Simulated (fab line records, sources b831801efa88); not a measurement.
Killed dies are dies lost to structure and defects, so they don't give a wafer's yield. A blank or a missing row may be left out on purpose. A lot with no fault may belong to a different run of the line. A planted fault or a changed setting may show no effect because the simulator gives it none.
Struck lot and sound lot, side by side -- flow sky130 -- 16 steps out of a route of 708
Sound: these wafers, L248.3, L248.4, L248.5. Struck: wafers L260.4, L260.6 (left out: L260.3, a lot-mate that was not struck); the cause follows at the end.
At each step with rows: each side's tool, then ch and its chambers, then its first start. Under that, the readings that differ: sound wafers -- struck wafers -- difference of the means -- sigmas: that difference in standard deviations of wafers without a fault.
alike: words and numbers the same on both sides, and readings whose means are apart by under 2 such deviations; not compared: readings that were withheld, readings missing a value for some wafer, numbers with overlapping values and no deviation given by the record, and bounds like >300 which may hide the same value.
The two part at a step that has a row with sigmas, a row that says differs or no value, or rows on one side only. Non-overlapping numbers with no deviation appear without sigmas and do not part them. Lack of a reading on every wafer of one side parts them only where that side has two or more wafers.

first, 8 steps without rows for these wafers: SKY_METAL2_DEHYDRATE_07 (time 60 s); SKY_METAL2_HMDS_08 (prime time 60 s); SKY_METAL2_COAT_09 (resist thk 60 nm); SKY_METAL2_COAT_10 (resist thk 450 nm); SKY_METAL2_SOFTBAKE_11 (time 90 s); SKY_METAL2_EXPOSE_12 (exposes mask MM2, target cd 140 nm); SKY_METAL2_PEB_13; SKY_METAL2_DEVELOP_14 (develop time 60 s).
SKY_METAL2_CD_MEAS_15: target cd 140 nm.
  sound: cdSem-02 at day 34 22:23; struck: cdSem-02 at day 38 17:41
reading,sound,struck,difference,sigmas
cdNm (nm),141.8 142.6 143.0,137.3 137.9,-4.9,-3
SKY_METAL2_OVL_MEAS_16:
  sound: overlay-01 at day 34 22:29; struck: overlay-02 at day 38 17:47
reading,sound,struck,difference,sigmas
METAL2_OVL (nm),-1 2 3,-12 -6,-10,-2
SKY_METAL2_DESCUM_17: chemistry O2, time 8 s.
  sound on rieMetal-04 ch 0,1, day 34 22:31; struck on rieMetal-04 ch 0,1, day 38 17:49
  alike: chamberPressureMTorr, drypumpMotorCurrentA, oesProductAu
  not compared: rfHoursCounterH
SKY_METAL2_ETCH_18: etches BARC in N2/H2, stops on SiO2, time 45.9 s, target depth 60 nm.
  sound on rieMetal-04 ch 0,1, day 34 22:34; struck on rieMetal-04 ch 0,1, day 38 17:52
  alike: chamberPressureMTorr, drypumpMotorCurrentA, h2FlowSccm, oesProductAu, throttleValvePct
  not compared: rfHoursCounterH
SKY_METAL2_METAL_ETCH_19: etches the open film in Cl2/BCl3, stops on SiO2, target depth 360 nm, time 78 s.
  sound on rieMetal-04 ch 0,1, day 34 22:38; struck on rieMetal-04 ch 0,1, day 38 17:56
reading,sound,struck,difference,sigmas
oesProductAu (a.u.),0.864 0.864 0.865,0.847 0.857,-0.012,-2
model.KrF-thick_of_METAL2_COAT_10.thkNm (nm),155.8 159.3 157.3,205 199.3,+45,
model.SiO2_of_VIA1_HDPCVD_00.thkNm (nm),330.8 330.8 330.9,332.3 331.5,+1.1,
  alike: chamberPressureMTorr, drypumpMotorCurrentA, mfcCl2Sccm, throttleValvePct
  not compared: rfHoursCounterH, model.METAL2.cdNm
SKY_METAL2_STRIP_20: strips in O2/N2.
  sound on plasmaAsher-03 ch 0,1, day 34 22:43; struck on plasmaAsher-01 ch 0,1, day 38 18:01
reading,sound,struck,difference,sigmas
oesProductAu (a.u.),0.344 0.352 0.349,0.361 0.361,+0.013,+2
stripTimeToEndpointS (s),2.66 2.69 2.67,3.20 3.12,+0.49,+9
  alike: chamberPressureMTorr, drypumpMotorCurrentA
  not compared: rfHoursCounterH
then, 1 step without rows for these wafers: SKY_METAL2_STRIP_21 (strips in post etch residue remover, time 1200 s).
-- the record jumps here: 10 days lie between the struck wafers' starts before and after (it left off in module METAL2 and takes up again in module PAD_OPEN, whose first step shown is number 708 of the route) --
SKY_PAD_OPEN_PROBE_99:
  sound: prober-02 at day 45 20:16; struck: prober-02 at day 48 15:45
reading,sound,struck,difference,sigmas
model.etest.met2Comb.leakLog10AUm,-12.01 -11.94 -12.02,-10.13 -11.82,+1.01,
  not compared: model.etest.met2.widthNm, model.etest.met2.lineOhmUm

## WHERE THEY PART
Earliest at SKY_METAL2_CD_MEAS_15; latest, in this record, at SKY_METAL2_STRIP_20.

WHY: what the simulator had put in
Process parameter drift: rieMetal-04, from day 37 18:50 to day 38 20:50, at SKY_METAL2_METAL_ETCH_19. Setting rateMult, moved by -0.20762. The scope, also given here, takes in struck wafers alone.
